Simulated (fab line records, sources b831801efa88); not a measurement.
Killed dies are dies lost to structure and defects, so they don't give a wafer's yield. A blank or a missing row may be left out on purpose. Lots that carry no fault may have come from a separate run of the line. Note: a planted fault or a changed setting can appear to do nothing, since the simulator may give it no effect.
The tool behind it: which one? / flow sky130 / Sampling: 13 lots, 39 wafers, 4 of 708 route steps

== WHAT EACH GAUGE READ, for each wafer ==
SKY_DNWELL_TW_MEAS_09.
lot=L584; measured=day 3 08:02; on=film_metro-02; DNWELL_TW=1104 1101 1097
lot=L585; measured=day 3 09:32; on=film_metro-03; DNWELL_TW=1104 1100 1108
lot=L586; measured=day 3 13:16; on=film_metro-02; DNWELL_TW=1106 1104 1107
lot=L587; measured=day 3 22:32; on=film_metro-01; DNWELL_TW=1125 1124 1132
lot=L588; measured=day 4 03:58; on=film_metro-01; DNWELL_TW=1116 1107 1114
lot=L596; measured=day 5 21:25; on=film_metro-03; DNWELL_TW=1087 1085 1086
lot=L598; measured=day 6 07:17; on=film_metro-02; DNWELL_TW=1093 1089 1087
lot=L599; measured=day 6 13:22; on=film_metro-03; DNWELL_TW=1117 1110 1109
lot=L601; measured=day 6 23:17; on=film_metro-01; DNWELL_TW=1110 1106 1112
lot=L602; measured=day 7 06:48; on=film_metro-03; DNWELL_TW=1116 1117 1112
lot=L604; measured=day 7 16:32; on=film_metro-02; DNWELL_TW=1116 1112 1115
lot=L605; measured=day 7 20:55; on=film_metro-01; DNWELL_TW=1120 1125 1122
lot=L606; measured=day 8 03:56; on=film_metro-03; DNWELL_TW=1120 1125 1115

SKY_NWELL_OVL_MEAS_10.
lot=L584; measured=day 4 16:20; on=overlay-02; NWELL_00_OVL (nm)=1.0 0.2 0.7
lot=L585; measured=day 4 17:26; on=overlay-01; NWELL_00_OVL (nm)=0.2 0.5 -0.4
lot=L586; measured=day 4 21:41; on=overlay-02; NWELL_00_OVL (nm)=2.0 2.6 1.7
lot=L587; measured=day 5 08:38; on=overlay-02; NWELL_00_OVL (nm)=-0.8 -1.9 -2.3
lot=L588; measured=day 5 14:46; on=overlay-01; NWELL_00_OVL (nm)=-1.0 0.0 -0.3
lot=L596; measured=day 7 11:13; on=overlay-02; NWELL_00_OVL (nm)=-0.8 -1.5 -2.3
lot=L598; measured=day 7 22:27; on=overlay-02; NWELL_00_OVL (nm)=1.4 1.9 2.3
lot=L599; measured=day 8 05:02; on=overlay-01; NWELL_00_OVL (nm)=-0.9 -1.1 -0.2
lot=L601; measured=day 8 16:30; on=overlay-01; NWELL_00_OVL (nm)=2.0 0.4 0.0
lot=L602; measured=day 8 23:11; on=overlay-02; NWELL_00_OVL (nm)=0.2 -0.6 -0.1
lot=L604; measured=day 9 10:58; on=overlay-01; NWELL_00_OVL (nm)=-1.6 -1.5 0.0
lot=L605; measured=day 9 15:27; on=overlay-02; NWELL_00_OVL (nm)=-0.2 -1.1 -0.4
lot=L606; measured=day 9 21:29; on=overlay-01; NWELL_00_OVL (nm)=3.5 2.7 2.4

== WHICH TOOL RAN EACH LOT (tool, then ch and the chambers of the sampled wafers, then the start) ==
lot=L584; SKY_DNWELL_IMPLANT_07=implanter-04 ch 0, day 3 07:47; SKY_DNWELL_STRIP_08=plasma_asher-04 ch 0,1, day 3 07:56
lot=L585; SKY_DNWELL_IMPLANT_07=implanter-03 ch 0, day 3 09:18; SKY_DNWELL_STRIP_08=plasma_asher-01 ch 0,1, day 3 09:25
lot=L586; SKY_DNWELL_IMPLANT_07=implanter-01 ch 0, day 3 13:02; SKY_DNWELL_STRIP_08=plasma_asher-01 ch 0,1, day 3 13:10
lot=L587; SKY_DNWELL_IMPLANT_07=implanter-03 ch 0, day 3 22:17; SKY_DNWELL_STRIP_08=plasma_asher-04 ch 0,1, day 3 22:25
lot=L588; SKY_DNWELL_IMPLANT_07=implanter-04 ch 0, day 4 03:43; SKY_DNWELL_STRIP_08=plasma_asher-01 ch 0, day 4 03:52
lot=L596; SKY_DNWELL_IMPLANT_07=implanter-01 ch 0, day 5 21:10; SKY_DNWELL_STRIP_08=plasma_asher-02 ch 0,1, day 5 21:19
lot=L598; SKY_DNWELL_IMPLANT_07=implanter-01 ch 0, day 6 07:04; SKY_DNWELL_STRIP_08=plasma_asher-02 ch 0,1, day 6 07:13
lot=L599; SKY_DNWELL_IMPLANT_07=implanter-03 ch 0, day 6 13:07; SKY_DNWELL_STRIP_08=plasma_asher-04 ch 0,1, day 6 13:16
lot=L601; SKY_DNWELL_IMPLANT_07=implanter-03 ch 0, day 6 23:04; SKY_DNWELL_STRIP_08=plasma_asher-02 ch 0,1, day 6 23:12
lot=L602; SKY_DNWELL_IMPLANT_07=implanter-03 ch 0, day 7 06:34; SKY_DNWELL_STRIP_08=plasma_asher-01 ch 0, day 7 06:41
lot=L604; SKY_DNWELL_IMPLANT_07=implanter-03 ch 0, day 7 16:17; SKY_DNWELL_STRIP_08=plasma_asher-02 ch 1, day 7 16:26
lot=L605; SKY_DNWELL_IMPLANT_07=implanter-03 ch 0, day 7 20:41; SKY_DNWELL_STRIP_08=plasma_asher-01 ch 0,1, day 7 20:49
lot=L606; SKY_DNWELL_IMPLANT_07=implanter-03 ch 0, day 8 03:41; SKY_DNWELL_STRIP_08=plasma_asher-04 ch 0,1, day 8 03:49
- SKY_DNWELL_IMPLANT_07
- SKY_DNWELL_STRIP_08: strips in O2/N2.

== AS READ BY THE TOOLS THEMSELVES (means over the sampled wafers that have a number; for cases with no such wafer, the mark the record gives instead) ==
SKY_DNWELL_STRIP_08.
lot=L584; tool=plasma_asher-04; drypump_motor_current_A (A)=5.7; oes_product_au (a.u.)=0.728; strip_time_to_endpoint_s (s)=36.88
lot=L585; tool=plasma_asher-01; drypump_motor_current_A (A)=5.4; oes_product_au (a.u.)=0.717; strip_time_to_endpoint_s (s)=36.91
lot=L586; tool=plasma_asher-01; drypump_motor_current_A (A)=5.4; oes_product_au (a.u.)=0.722; strip_time_to_endpoint_s (s)=36.84
lot=L587; tool=plasma_asher-04; drypump_motor_current_A (A)=5.6; oes_product_au (a.u.)=0.721; strip_time_to_endpoint_s (s)=36.84
lot=L588; tool=plasma_asher-01; drypump_motor_current_A (A)=5.1; oes_product_au (a.u.)=0.724; strip_time_to_endpoint_s (s)=37.03
lot=L596; tool=plasma_asher-02; drypump_motor_current_A (A)=6.2; oes_product_au (a.u.)=0.720; strip_time_to_endpoint_s (s)=36.87
lot=L598; tool=plasma_asher-02; drypump_motor_current_A (A)=6.0; oes_product_au (a.u.)=0.718; strip_time_to_endpoint_s (s)=37.01
lot=L599; tool=plasma_asher-04; drypump_motor_current_A (A)=5.7; oes_product_au (a.u.)=0.720; strip_time_to_endpoint_s (s)=36.84
lot=L601; tool=plasma_asher-02; drypump_motor_current_A (A)=6.0; oes_product_au (a.u.)=0.727; strip_time_to_endpoint_s (s)=37.05
lot=L602; tool=plasma_asher-01; drypump_motor_current_A (A)=5.1; oes_product_au (a.u.)=0.727; strip_time_to_endpoint_s (s)=36.91
lot=L604; tool=plasma_asher-02; drypump_motor_current_A (A)=5.8; oes_product_au (a.u.)=0.722; strip_time_to_endpoint_s (s)=36.76
lot=L605; tool=plasma_asher-01; drypump_motor_current_A (A)=5.4; oes_product_au (a.u.)=0.725; strip_time_to_endpoint_s (s)=36.97
lot=L606; tool=plasma_asher-04; drypump_motor_current_A (A)=5.7; oes_product_au (a.u.)=0.725; strip_time_to_endpoint_s (s)=37.06

== THE ANSWER, worked out from the rows above alone ==
Rule: the usual values come from the lots themselves. Put in order of their means at a reading, lots are off if they are a third of the lots or fewer, leave a main group of 4 or more, and stand apart from it by a gap of 3 or more times the standard deviation of the main group's means; of several such gaps the widest counts. A main group whose means are all the same, to the digits that the tables above print for the reading, isn't used. Also off: a lot with no number at a reading for which 4 or more lots have one. All remaining lots with rows at the step are treated as sound. The gauges are gone through in route order, then the tools' own readings, and for those a lot's mean is taken as printed above. The first step at which some lot is off is used, and at that step the reading that is off furthest; a lot without a number counts as furthest.
Nothing can be told from this: no lot is off at any reading shown.

== WHAT THE SIMULATOR PUT IN ==
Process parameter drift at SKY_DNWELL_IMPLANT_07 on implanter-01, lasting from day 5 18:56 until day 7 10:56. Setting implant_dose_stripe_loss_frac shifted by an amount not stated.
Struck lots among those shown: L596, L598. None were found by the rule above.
